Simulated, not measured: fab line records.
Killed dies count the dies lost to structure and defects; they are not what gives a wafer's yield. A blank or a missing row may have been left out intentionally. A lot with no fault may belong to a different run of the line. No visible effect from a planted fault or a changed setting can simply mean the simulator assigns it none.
A lot that was struck, set against a sound lot ; flow sky130 ; 40 steps out of a route of 708
Sound: these wafers, L526.3, L526.5, L526.6. Wafers struck: L525.1, L525.4, L525.6. At the end, the cause is stated.
For every step that has rows: the tool of each side, followed by ch and its chambers, followed by its first start. Under that, the readings that differ: sound wafers ; struck wafers ; difference of the means ; sigmas: that difference in standard deviations of wafers without a fault.
alike: words and numbers the same on both sides, and readings whose means are apart by under 2 such deviations; not compared: readings that were withheld, readings missing a value for some wafer, numbers with overlapping values and no deviation given by the record, and bounds like >300 which may hide the same value.
The two part at a step that has a row with sigmas, a row that says differs or no value, or rows on one side only. When numbers do not overlap yet have no deviation, they are printed without sigmas and do not part them. A reading missing from all wafers of one side parts the sides only when that side holds two or more wafers.

first, 9 steps without rows for these wafers: SKY_LDD_P_COAT_02 (resist thk 1140 nm); SKY_LDD_P_SOFTBAKE_03 (time 60 s); SKY_LDD_P_EXPOSE_04 (exposes mask PSDM, target cd 380 nm); SKY_LDD_P_PEB_05; SKY_LDD_P_DEVELOP_06 (develop time 60 s); SKY_LDD_P_IMPLANT_09; SKY_LDD_P_STRIP_10 (strips in O2/N2); SKY_LDD_HVN_DEHYDRATE_00 (time 60 s); SKY_LDD_HVN_HMDS_01 (prime time 60 s).
SKY_LDD_HVN_COAT_02: resist thk 300 nm.
  sound on litho-track-03 ch 0, day 27 17:18; struck on litho-track-02, day 27 12:02
  no value came back on the struck wafers for chill-plate-temp-C (C), dispense-pressure-kPa (kPa); on the sound wafers chill-plate-temp-C (C) reads 22.95 22.99 22.92
then, 4 steps without rows for these wafers: SKY_LDD_HVN_SOFTBAKE_03 (time 60 s); SKY_LDD_HVN_EXPOSE_04 (exposes mask HVNTM, target cd 700 nm); SKY_LDD_HVN_PEB_05; SKY_LDD_HVN_DEVELOP_06 (develop time 60 s).
SKY_LDD_HVN_OVL_MEAS_07:
  sound on overlay-02 at day 28 07:04; struck on overlay-02 at day 28 01:53
reading;sound;struck;difference;sigmas
LDD_HVN_OVL (nm);0.8 0.2 0.0;- - -;no value on the struck wafers;
then, 11 steps without rows for these wafers: SKY_LDD_HVN_IMPLANT_08; SKY_LDD_HVN_STRIP_09 (strips in O2/N2); SKY_LDD_HVP_DEHYDRATE_00 (time 60 s); SKY_LDD_HVP_HMDS_01 (prime time 60 s); SKY_LDD_HVP_COAT_02 (resist thk 300 nm); SKY_LDD_HVP_SOFTBAKE_03 (time 60 s); SKY_LDD_HVP_EXPOSE_04 (exposes mask HVPTM, target cd 700 nm); SKY_LDD_HVP_PEB_05; SKY_LDD_HVP_DEVELOP_06 (develop time 60 s); SKY_LDD_HVP_IMPLANT_08; SKY_LDD_HVP_STRIP_09 (strips in O2/N2).
SKY_LDD_HVP_TW_MEAS_10:
  sound on film-metro-01 at day 29 11:20; struck on film-metro-01 at day 29 06:26
reading;sound;struck;difference;sigmas
LDD_HVP_TW;453 452 453;1443 1440 1438;+988;+99 or more
then, 9 steps without rows for these wafers: SKY_LDD_LDN_DEHYDRATE_00 (time 60 s); SKY_LDD_LDN_HMDS_01 (prime time 60 s); SKY_LDD_LDN_COAT_02 (resist thk 1140 nm); SKY_LDD_LDN_SOFTBAKE_03 (time 60 s); SKY_LDD_LDN_EXPOSE_04 (exposes mask LDNTM, target cd 700 nm); SKY_LDD_LDN_PEB_05; SKY_LDD_LDN_DEVELOP_06 (develop time 60 s); SKY_LDD_LDN_IMPLANT_08; SKY_LDD_LDN_IMPLANT_09.
SKY_LDD_LDN_TW_MEAS_13:
  sound on film-metro-03 at day 30 16:54; struck on film-metro-02 at day 30 11:23
reading;sound;struck;difference;sigmas
LDD_LDN_TW;1486 1485 1483;1797 1801 1797;+314;+22
-- here the record skips 2 days between the struck wafers' starts before and after, leaving off in module LDD_LDN and picking up in module SD_P (first step shown: number 331 of the route) --
SKY_SD_P_TW_MEAS_11:
  sound on film-metro-01 at day 33 01:34; struck on film-metro-01 at day 32 19:59
reading;sound;struck;difference;sigmas
SD_P_TW;2824 2819 2830;2887 2886 2879;+60;+4
SKY_RES_XHIGH_TW_MEAS_09:
  sound on film-metro-03 at day 34 04:01; struck on film-metro-03 at day 33 22:02
reading;sound;struck;difference;sigmas
RES_XHIGH_TW;1647 1648 1646;1925 1925 1909;+273;+29
-- here the record skips 17 days between the struck wafers' starts before and after, leaving off in module RES_XHIGH and picking up in module PAD_OPEN (first step shown: number 708 of the route) --
SKY_PAD_OPEN_PROBE_99:
  rows exist in the record for the struck wafers here (prober-02, day 50 15:02), but not for the sound ones

## WHERE THEY PART
At SKY_LDD_HVN_COAT_02 first; at SKY_PAD_OPEN_PROBE_99 last (within this record only).

WHY: what had been put in by the simulator
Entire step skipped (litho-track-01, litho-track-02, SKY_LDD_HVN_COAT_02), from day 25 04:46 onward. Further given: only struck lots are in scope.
